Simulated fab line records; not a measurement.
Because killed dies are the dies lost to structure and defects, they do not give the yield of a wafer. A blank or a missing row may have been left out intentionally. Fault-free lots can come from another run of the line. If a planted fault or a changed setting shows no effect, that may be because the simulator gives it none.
Which tool did it? :: flow gf180mcu :: at 1 step of a route of 602, 7 lots with 21 wafers sampled

WHAT THE GAUGES SHOWED, per wafer
GF_POLY_GATE_CD_MEAS_10: target cd 280 nm.
lot: L173
measured: day 9 10:16
on: cd_sem-01
cd_nm (nm): 280.7 280.9 280.9

lot: L179
measured: day 11 08:55
on: cd_sem-02
cd_nm (nm): 283.0 281.8 283.5

lot: L181
measured: day 12 04:32
on: cd_sem-02
cd_nm (nm): 277.7 277.8 278.6

lot: L183
measured: day 12 14:32
on: cd_sem-02
cd_nm (nm): 281.6 281.1 281.9

lot: L185
measured: day 13 07:25
on: cd_sem-01
cd_nm (nm): 279.6 280.2 280.3

lot: L191
measured: day 14 23:17
on: cd_sem-02
cd_nm (nm): 280.9 281.7 281.8

lot: L194
measured: day 15 19:41
on: cd_sem-02
cd_nm (nm): 277.4 278.8 277.4

WHAT TOOL EACH LOT RAN ON (gives the tool, then ch and the chambers of the sampled wafers, and finally the start)
Before these readings, the record contains no process step.

THE ANSWER, worked out from the rows above alone
Rule: the lots themselves supply what counts as usual. Put in order of their means at a reading, lots are off if they are a third of the lots or fewer, leave a main group of 4 or more, and stand apart from it by a gap of 3 or more times the standard deviation of the main group's means; of several such gaps the widest counts. A main group is skipped when, at the precision printed for the reading in the tables above, its means are all equal. Also off: a lot with no number at a reading for which 4 or more lots have one. The other lots that the step has rows for count as sound.
No lot is off on any of the readings shown, so nothing can be concluded from this.

WHAT THE SIMULATOR HAD INSERTED
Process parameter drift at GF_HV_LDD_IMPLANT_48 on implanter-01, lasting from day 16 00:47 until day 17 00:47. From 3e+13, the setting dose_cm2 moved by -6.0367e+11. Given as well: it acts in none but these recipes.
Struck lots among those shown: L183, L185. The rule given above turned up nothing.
